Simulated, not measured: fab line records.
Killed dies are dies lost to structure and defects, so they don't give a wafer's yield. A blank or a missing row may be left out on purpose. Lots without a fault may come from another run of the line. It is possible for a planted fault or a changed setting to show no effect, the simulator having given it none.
2 desks, one fault -- flow gf180mcu -- numbers are kept per desk, each desk with only its own; the story behind them comes last

AT THE METROLOGY DESK
Lot by lot, what the gauges showed, no matter which tool ran the lot: averages of those sampled wafers that carry a number. A lot is out of limits, marked OUT, if its mean lies more than 4 standard deviations from the usual mean; the brackets give that distance.
Columns: A = V5_CVD_00_THK at GF_V5_THK_MEAS_01, usual 299 nm; B = V5_OVL at GF_V5_OVL_MEAS_15, usual 0 nm
lot,first seen here,A,B
L235,day 26 03:20,303,-3
L237,day 26 16:24,297,0
L238,day 27 05:11,302,-10
L239,day 27 13:04,298,-2
L241,day 28 05:33,299,3
L242,day 28 12:19,296,2
L243,day 28 20:54,300,0
L244,day 29 05:07,294,8
L245,day 29 14:26,300,5
L249,day 30 15:54,303,1
L255,day 32 01:07,297,-2
L256,day 32 10:12,303,-2
L257,day 32 13:19,294,3
L258,day 32 19:41,298,-7
This desk's finding: nothing out of limits on any of the 14 lots.

AT THE TOOL OWNER'S DESK: pecvd-03
The tool's own readings at GF_V3_CVD_02 (deposits SiO2 from TEOS, target thk 850 nm, time 94.851 s): means of the sampled wafers that have a number, for each lot that ran on this tool. A lot is out of limits, marked OUT, if its mean lies more than 4 standard deviations from the usual mean; the brackets give that distance.
Columns: A = heater-power-w at GF_V3_CVD_02, usual 674 W
lot,first seen here,A
L235,day 21 02:26,722
L237,day 21 19:15,735
L243,day 24 08:28,720
L244,day 24 15:36,677
L249,day 26 09:23,780
L255,day 27 22:55,733
This desk's finding: nothing out of limits on any of the 6 lots.

ALL TOGETHER
Metrology desk: nothing out of limits seen.
The tool owner's desk saw nothing out of limits.

WHAT THE SIMULATOR HAD INSERTED
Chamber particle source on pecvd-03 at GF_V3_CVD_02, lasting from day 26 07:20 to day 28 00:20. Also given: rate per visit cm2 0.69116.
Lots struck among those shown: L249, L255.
